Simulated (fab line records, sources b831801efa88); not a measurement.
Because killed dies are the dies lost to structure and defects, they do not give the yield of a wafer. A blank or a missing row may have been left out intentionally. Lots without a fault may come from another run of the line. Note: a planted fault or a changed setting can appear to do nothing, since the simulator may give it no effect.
One fault seen from 2 desks ; flow gf180mcu ; every desk sees just its own numbers, and what lay behind them comes last

== THE TOOL OWNER'S DESK: implanter-03 ==
For each lot that ran on this tool, the mean over its sampled wafers that have a number, from the tool's own readings at GF_HV_LDD_IMPLANT_48. The brackets show how far a lot's mean lies from the usual mean; more than 4 standard deviations puts the lot out of limits, marked OUT.
Columns: A = dose_ions_cm2 at GF_HV_LDD_IMPLANT_48, usual 3.001e+13; B = faraday_current_uA at GF_HV_LDD_IMPLANT_48, usual 169; C = tilt_deg at GF_HV_LDD_IMPLANT_48, usual 7.004 degrees
lot;first seen here;A;B;C
L521;day 15 18:47;2.259e+13 (-99 or more) OUT;125 (-14) OUT;6.997
L522;day 16 01:44;2.263e+13 (-99 or more) OUT;126 (-14) OUT;7.001
This desk finds L521, L522 out of limits, L521 being first, at day 15 18:47 (dose_ions_cm2 at GF_HV_LDD_IMPLANT_48). In limits: none.

== METROLOGY DESK ==
Means of the sampled wafers that have a number, per lot and without regard to the tool the lot ran on: this is what the gauges read. The brackets show how far a lot's mean lies from the usual mean; more than 4 standard deviations puts the lot out of limits, marked OUT.
Columns: A = HV_LDD_4_TW at GF_HV_LDD_TW_MEAS_50, usual 573; B = NSD_TW at GF_NSD_TW_MEAS_12, usual 4296; C = CONTACT_W_RS at GF_CONTACT_RS_MEAS_25, usual 0.383 ohm/sq
lot;first seen here;A;B;C
L511;day 12 08:09;577;4292;0.384
L512;day 12 15:29;585;4365;0.386
L521;day 15 19:01;525 (-6.9) OUT;4248;0.380
L522;day 16 01:59;526 (-6.8) OUT;4342;0.384
L523;day 16 09:25;566;4282;0.386
L524;day 16 17:56;567;4222;0.382
L526;day 17 07:16;567;4285;0.379
L525;day 17 09:58;569;4266;0.378
L530;day 18 17:09;562;4386;0.384
L531;day 19 03:44;588;4379;0.385
L532;day 19 09:53;564;4353;0.385
L534;day 19 23:02;576;4340;0.383
This desk reports L521, L522 out of limits; the earliest was L521 at day 15 19:01 (HV_LDD_4_TW at GF_HV_LDD_TW_MEAS_50). Within limits: L511, L512, L523, L524, L526, L525, L530, L531, L532, L534.

== ALL TOGETHER ==
An alarm could have come from the tool owner's desk at day 15 18:47, on L521, L522.
An alarm was possible from the metrology desk at day 15 19:01, on L521, L522.
All the named lots went through GF_HV_LDD_IMPLANT_48 on implanter-03.

== WHAT WAS PUT IN BY THE SIMULATOR ==
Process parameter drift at GF_HV_LDD_IMPLANT_48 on implanter-03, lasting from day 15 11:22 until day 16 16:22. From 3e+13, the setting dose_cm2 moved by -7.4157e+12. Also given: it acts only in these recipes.
Shown lots that were struck: L521, L522.
Fault start to first reading out of limits, in hours, per desk: tool owner, 7; metrology, 8.
